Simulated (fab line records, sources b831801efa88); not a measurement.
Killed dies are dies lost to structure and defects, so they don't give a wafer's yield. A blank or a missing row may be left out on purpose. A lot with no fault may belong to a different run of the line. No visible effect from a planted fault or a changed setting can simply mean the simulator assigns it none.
A struck lot beside a sound one    flow sky130    14 out of 708 route steps
Sound: wafers L364.1, L364.3, L364.6. Wafers L375.1, L375.2, L375.4 were the ones struck. The cause comes at the end.
Each step with rows lists, per side, the tool, then ch with its chambers, then its first start. Under that, the readings that differ: sound wafers    struck wafers    difference of the means    sigmas: that difference in standard deviations of wafers without a fault.
alike: readings whose means differ by less than 2 such deviations, and words and numbers that are the same on both sides. not compared: withheld readings, readings that some wafer has no value for, bounds like >300 that may hide the same value, and numbers for which the record gives no deviation and whose values overlap.
Wherever a step has rows on one side only, a row that says differs or no value, or a row with sigmas, the two part there. Non-overlapping numbers with no deviation appear without sigmas and do not part them. A reading that every wafer of one side lacks parts them only if that side has two wafers or more.

SKY_METAL1_SPUTTER_02: material AlCu, target thk 250 nm, time 13.3 s.
  sound: pvd sputter-01 at day 32 19:14; struck: pvd sputter-04 at day 36 03:45
  alike: cathode dc power W, throttle valve pct
SKY_METAL1_SPUTTER_03: material Ti, target thk 5 nm, time 3.3 s.
  sound: pvd sputter-01 at day 32 19:16; struck: pvd sputter-04 at day 36 03:46
  alike: cathode dc power W, throttle valve pct
SKY_METAL1_SPUTTER_04: material TiN, target thk 70 nm, time 58.3 s.
  sound: pvd sputter-01 at day 32 19:17; struck: pvd sputter-04 at day 36 03:47
  alike: cathode dc power W, throttle valve pct
SKY_METAL1_RS_MEAS_05: a four-point-probe measurement.
  sound: film metro-02 at day 32 19:20; struck: film metro-01 at day 36 03:50
  alike: METAL1_ALCU_RS
SKY_METAL1_THK_MEAS_06: measures by xrf.
  sound: film metro-02 at day 32 19:27; struck: film metro-01 at day 36 03:58
  alike: METAL1_ALCU_THK
then, 7 steps without rows for these wafers: SKY_METAL1_DEHYDRATE_07 (time 60 s); SKY_METAL1_HMDS_08 (prime time 60 s); SKY_METAL1_COAT_09 (resist thk 60 nm); SKY_METAL1_COAT_10 (resist thk 450 nm); SKY_METAL1_SOFTBAKE_11 (time 90 s); SKY_METAL1_EXPOSE_12 (exposes mask MM1, target cd 140 nm); SKY_METAL1_PEB_13.
SKY_METAL1_DEVELOP_14: develop time 60 s.
  sound on litho track-02 ch 0, day 33 21:00; struck on litho track-03, day 37 06:00
  no value came back on the struck wafers for chill plate temp C (C), develop time s (s); on the sound wafers chill plate temp C (C) reads 22.94 22.90 23.14
reading                                        sound            struck           difference  sigmas
model.KrF-thick_of_METAL1_COAT_10.thk nm (nm)  437 435.3 435.4  449 447.3 448.8  +12         
SKY_METAL1_CD_MEAS_15 targets a cd of 140 nm.
  sound: cd sem-02 at day 33 21:53; struck: cd sem-01 at day 37 06:32
reading     sound              struck  difference                     sigmas
cd nm (nm)  140.9 139.5 141.3  - - -   no value on the struck wafers  

WHERE THEY PART
Earliest at SKY_METAL1_DEVELOP_14; latest, in this record, at SKY_METAL1_CD_MEAS_15.

WHY: what had been put in by the simulator
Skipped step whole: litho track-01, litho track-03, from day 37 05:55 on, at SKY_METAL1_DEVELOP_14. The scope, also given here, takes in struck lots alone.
